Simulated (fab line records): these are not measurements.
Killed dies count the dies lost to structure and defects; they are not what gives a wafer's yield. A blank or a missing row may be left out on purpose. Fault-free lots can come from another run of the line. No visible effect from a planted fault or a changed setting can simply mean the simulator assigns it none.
Which tool did it? / flow sky130 / 18 wafers from 6 lots sampled at 3 of the route's 708 steps

== WHAT EACH GAUGE READ, for each wafer ==
SKY_PASSIVATION_THK_MEAS_01.
lot=L909; measured=day 44 08:16; on=filmMetro-03; PASSIVATION_CVD_00_THK (nm)=88.8 89.8 90.6
lot=L911; measured=day 44 20:50; on=filmMetro-01; PASSIVATION_CVD_00_THK (nm)=88.0 89.8 89.9
lot=L914; measured=day 45 11:59; on=filmMetro-01; PASSIVATION_CVD_00_THK (nm)=89.2 89.5 90.2
lot=L915; measured=day 46 18:25; on=filmMetro-01; PASSIVATION_CVD_00_THK (nm)=88.5 88.5 90.5
lot=L927; measured=day 48 15:03; on=filmMetro-03; PASSIVATION_CVD_00_THK (nm)=88.1 88.9 89.9
lot=L930; measured=day 49 03:25; on=filmMetro-04; PASSIVATION_CVD_00_THK (nm)=88.4 90.7 90.7

== TOOL THAT RAN EACH LOT (tool first, then ch and the chambers of the sampled wafers, then the start) ==
lot=L909; SKY_LDD_N_STRIP_16=plasmaAsher-01 ch 0,1, day 18 14:43; SKY_METAL5_SPUTTER_02=pvdSputter-02, day 43 08:58
lot=L911; SKY_LDD_N_STRIP_16=plasmaAsher-01 ch 0,1, day 19 03:16; SKY_METAL5_SPUTTER_02=pvdSputter-01, day 43 21:40
lot=L914; SKY_LDD_N_STRIP_16=plasmaAsher-02 ch 0,1, day 20 02:19; SKY_METAL5_SPUTTER_02=pvdSputter-02, day 44 13:24
lot=L915; SKY_LDD_N_STRIP_16=plasmaAsher-02 ch 0,1, day 21 07:19; SKY_METAL5_SPUTTER_02=pvdSputter-02, day 45 21:53
lot=L927; SKY_LDD_N_STRIP_16=plasmaAsher-02 ch 0,1, day 24 16:40; SKY_METAL5_SPUTTER_02=pvdSputter-02, day 47 18:20
lot=L930; SKY_LDD_N_STRIP_16=plasmaAsher-04 ch 0,1, day 25 19:31; SKY_METAL5_SPUTTER_02=pvdSputter-03, day 48 07:58
- SKY_LDD_N_STRIP_16: strips in O2/N2.
- SKY_METAL5_SPUTTER_02: material AlCu, target thk 1150 nm, time 61.2 s.

== THE ANSWER, worked out from the rows above alone ==
Rule: usual is defined by the lots themselves. Put in order of their means at a reading, lots are off if they are a third of the lots or fewer, leave a main group of 4 or more, and stand apart from it by a gap of 3 or more times the standard deviation of the main group's means; of several such gaps the widest counts. A main group whose means are all the same, to the digits that the tables above print for the reading, isn't used. Also off: a lot with no number at a reading for which 4 or more lots have one. Any other lot the step has rows for is counted as sound.
None of the lots is off at any reading shown; this tells nothing.

== WHAT HAD BEEN PUT IN BY THE SIMULATOR ==
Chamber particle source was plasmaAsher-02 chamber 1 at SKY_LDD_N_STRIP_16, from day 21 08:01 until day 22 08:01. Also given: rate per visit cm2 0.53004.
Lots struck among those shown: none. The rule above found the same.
